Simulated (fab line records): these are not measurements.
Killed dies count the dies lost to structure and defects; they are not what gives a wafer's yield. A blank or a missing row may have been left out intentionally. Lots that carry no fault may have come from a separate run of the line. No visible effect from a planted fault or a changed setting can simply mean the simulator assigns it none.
The tool behind it: which one? :: flow gf180mcu :: Sampling: 6 lots, 18 wafers, 3 of 602 route steps

== WHAT EACH GAUGE READ, for each wafer ==
GF_HV_LDD_CD_MEAS_07: target cd 400 nm.
lot: L664
measured: day 11 22:07
on: cd-sem-02
cd-nm (nm): 403.7 402.6 401.8

lot: L666
measured: day 12 11:12
on: cd-sem-02
cd-nm (nm): - - -

lot: L671
measured: day 14 07:41
on: cd-sem-01
cd-nm (nm): 395.6 396.8 396.6

lot: L674
measured: day 15 02:25
on: cd-sem-01
cd-nm (nm): 405.3 401.1 403.1

lot: L677
measured: day 15 23:46
on: cd-sem-02
cd-nm (nm): 402.3 403.8 405.3

lot: L680
measured: day 16 15:33
on: cd-sem-02
cd-nm (nm): 399.7 400.6 400.1

== TOOL THAT RAN EACH LOT (tool first, then ch and the chambers of the sampled wafers, then the start) ==
lot: L664
GF_VT_IMPLANT_RTA_45: rtp-anneal-02 ch 0, day 9 06:56
GF_HV_LDD_COAT_02: litho-track-02 ch 0, day 11 12:49

lot: L666
GF_VT_IMPLANT_RTA_45: rtp-anneal-01 ch 0, day 9 19:44
GF_HV_LDD_COAT_02: litho-track-02, day 12 01:39

lot: L671
GF_VT_IMPLANT_RTA_45: rtp-anneal-02 ch 0, day 11 10:59
GF_HV_LDD_COAT_02: litho-track-02 ch 0, day 13 20:49

lot: L674
GF_VT_IMPLANT_RTA_45: rtp-anneal-01 ch 0, day 12 04:40
GF_HV_LDD_COAT_02: litho-track-01 ch 0, day 14 16:09

lot: L677
GF_VT_IMPLANT_RTA_45: rtp-anneal-02 ch 0, day 13 01:00
GF_HV_LDD_COAT_02: litho-track-03 ch 0, day 15 12:43

lot: L680
GF_VT_IMPLANT_RTA_45: rtp-anneal-01 ch 0, day 13 15:52
GF_HV_LDD_COAT_02: litho-track-02 ch 0, day 16 04:27
- GF_VT_IMPLANT_RTA_45: time 30 s.
- GF_HV_LDD_COAT_02: resist thk 1000 nm.

== THE ANSWER, worked out from the rows above alone ==
Rule: usual is defined by the lots themselves. The widest of any qualifying gaps counts: lots, ordered by their means at a reading, are off when they make up no more than a third of the lots, leave a main group of 4 or more, and stand apart from it by 3 or more times the standard deviation of that group's means. Not used: any main group whose means are identical at the precision the tables above print for the reading. A lot without any number at a reading at which 4 lots or more have one is off too. The other lots that the step has rows for count as sound.
Off at GF_HV_LDD_CD_MEAS_07 (cd-nm): L666. Without a number there: L666. The main group has a mean of 401.2 nm with a standard deviation of 2.7.
A tool fits if, at a process step before that reading, it ran every lot that is off, and no sound lot after the first of them. Those tools and the gauges at GF_HV_LDD_CD_MEAS_07 are tried in the same way. Of those tried, none fits.

== WHAT THE SIMULATOR PUT IN ==
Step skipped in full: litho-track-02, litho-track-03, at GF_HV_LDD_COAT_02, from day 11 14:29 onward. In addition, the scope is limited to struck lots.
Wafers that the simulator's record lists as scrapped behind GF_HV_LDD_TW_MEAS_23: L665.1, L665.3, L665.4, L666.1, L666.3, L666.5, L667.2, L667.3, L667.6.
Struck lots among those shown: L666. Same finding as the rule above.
